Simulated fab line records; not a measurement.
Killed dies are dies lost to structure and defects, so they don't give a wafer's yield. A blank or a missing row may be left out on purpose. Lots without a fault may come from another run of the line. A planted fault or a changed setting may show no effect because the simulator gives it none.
Matching of chambers + flow sky130 + SKY_FIELD_ISO_ETCH_14 on rieDiel-04 has 4 sister chambers
The step etches BARC in N2/H2, stops on SiO2, time 45.9 s, target depth 60 nm. 20 wafers are shown with their chamber, then 10 later ones without.

== WAFERS PAIRED WITH THEIR CHAMBERS ==
| wafer  | chamber | chamberPressureMTorr (mTorr) | throttleValvePct (%) | oesProductAu (a.u.) |
|--------|---------|------------------------------|----------------------|---------------------|
| L079.2 | 0       | 29.990                       | 13.223               | 0.857               |
| L079.5 | 0       | 29.952                       | 13.240               | 0.854               |
| L079.6 | 1       | 29.976                       | 13.236               | 0.861               |
| L081.3 | 0       | 30.025                       | 13.230               | 0.863               |
| L081.4 | 3       | 30.019                       | 13.202               | 0.856               |
| L081.6 | 2       | 30.040                       | 13.228               | 0.855               |
| L084.4 | 3       | 30.003                       | 13.239               | 0.870               |
| L084.5 | 2       | 30.062                       | 13.223               | 0.858               |
| L084.6 | 0       | 29.993                       | 13.233               | 0.853               |
| L088.2 | 2       | 30.016                       | 13.234               | 0.857               |
| L088.5 | 3       | 29.972                       | 13.217               | 0.848               |
| L088.6 | 2       | 30.057                       | 13.239               | 0.848               |
| L089.2 | 2       | 30.024                       | 13.244               | 0.855               |
| L089.4 | 3       | 29.953                       | 13.210               | 0.843               |
| L089.5 | 1       | 30.024                       | 13.221               | 0.856               |
| L090.3 | 1       | 30.021                       | 13.222               | 0.863               |
| L090.4 | 2       | 29.995                       | 13.238               | 0.863               |
| L090.6 | 0       | 29.999                       | 13.222               | 0.848               |
| L092.1 | 3       | 29.982                       | 13.234               | 0.855               |
| L092.2 | 1       | 29.987                       | 13.218               | 0.851               |

SIGNATURES (means of the wafers above)
| reading              | chamber 0 | chamber 1 | chamber 2 | chamber 3 | scatter within a chamber |
|----------------------|-----------|-----------|-----------|-----------|--------------------------|
| chamberPressureMTorr | 29.99180  | 30.00200  | 30.03233  | 29.98580  | 0.0256                   |
| throttleValvePct     | 13.22960  | 13.22425  | 13.23433  | 13.22040  | 0.0103                   |
| oesProductAu         | 0.85500   | 0.85775   | 0.85600   | 0.85440   | 0.00683                  |
Rule: a wafer lies at a distance from a chamber equal to the root of the sum of squares, over the readings, of (its reading less the chamber's mean, divided by the reading's scatter). If the next closest chamber is less than 2 further off than the closest, the wafer can't be placed; otherwise it belongs to the closest. The scatter is the square root of a quotient: the sum, over the shown wafers, of each reading's squared deviation from its chamber's mean, divided by wafers minus chambers.

== WAFERS WITH NO CHAMBER GIVEN ==
| wafer  | chamberPressureMTorr (mTorr) | throttleValvePct (%) | oesProductAu (a.u.) |
|--------|------------------------------|----------------------|---------------------|
| L092.5 | 29.967                       | 13.229               | 0.849               |
| L093.1 | 30.053                       | 13.224               | 0.852               |
| L093.3 | 30.037                       | 13.249               | 0.857               |
| L093.4 | 30.014                       | 13.215               | 0.851               |
| L095.2 | 30.025                       | 13.222               | 0.853               |
| L095.4 | 30.032                       | 13.229               | 0.842               |
| L095.6 | 29.976                       | 13.216               | 0.852               |
| L096.2 | 30.023                       | 13.227               | 0.856               |
| L096.3 | 30.029                       | 13.210               | 0.854               |
| L096.5 | 29.999                       | 13.222               | 0.861               |

== EACH ONE'S CHAMBER ==
| wafer  | from the rows above               | in truth |
|--------|-----------------------------------|----------|
| L092.5 | can't be placed: 0 or 3 or 1 or 2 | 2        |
| L093.1 | can't be placed: 2 or 1 or 0 or 3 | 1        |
| L093.3 | can't be placed: 2 or 0 or 1      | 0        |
| L093.4 | can't be placed: 3 or 1 or 0 or 2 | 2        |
| L095.2 | can't be placed: 1 or 2 or 0 or 3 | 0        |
| L095.4 | can't be placed: 2 or 0 or 1 or 3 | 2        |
| L095.6 | can't be placed: 3 or 0 or 1      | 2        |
| L096.2 | can't be placed: 2 or 1 or 0 or 3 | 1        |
| L096.3 | can't be placed: 1 or 3 or 2 or 0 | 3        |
| L096.5 | can't be placed: 1 or 3 or 0 or 2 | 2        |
Correct placement for 0 of the 10. Cannot be placed on the basis of these rows: 10; the candidates contain the true chamber in 9. 0 placed wrongly.
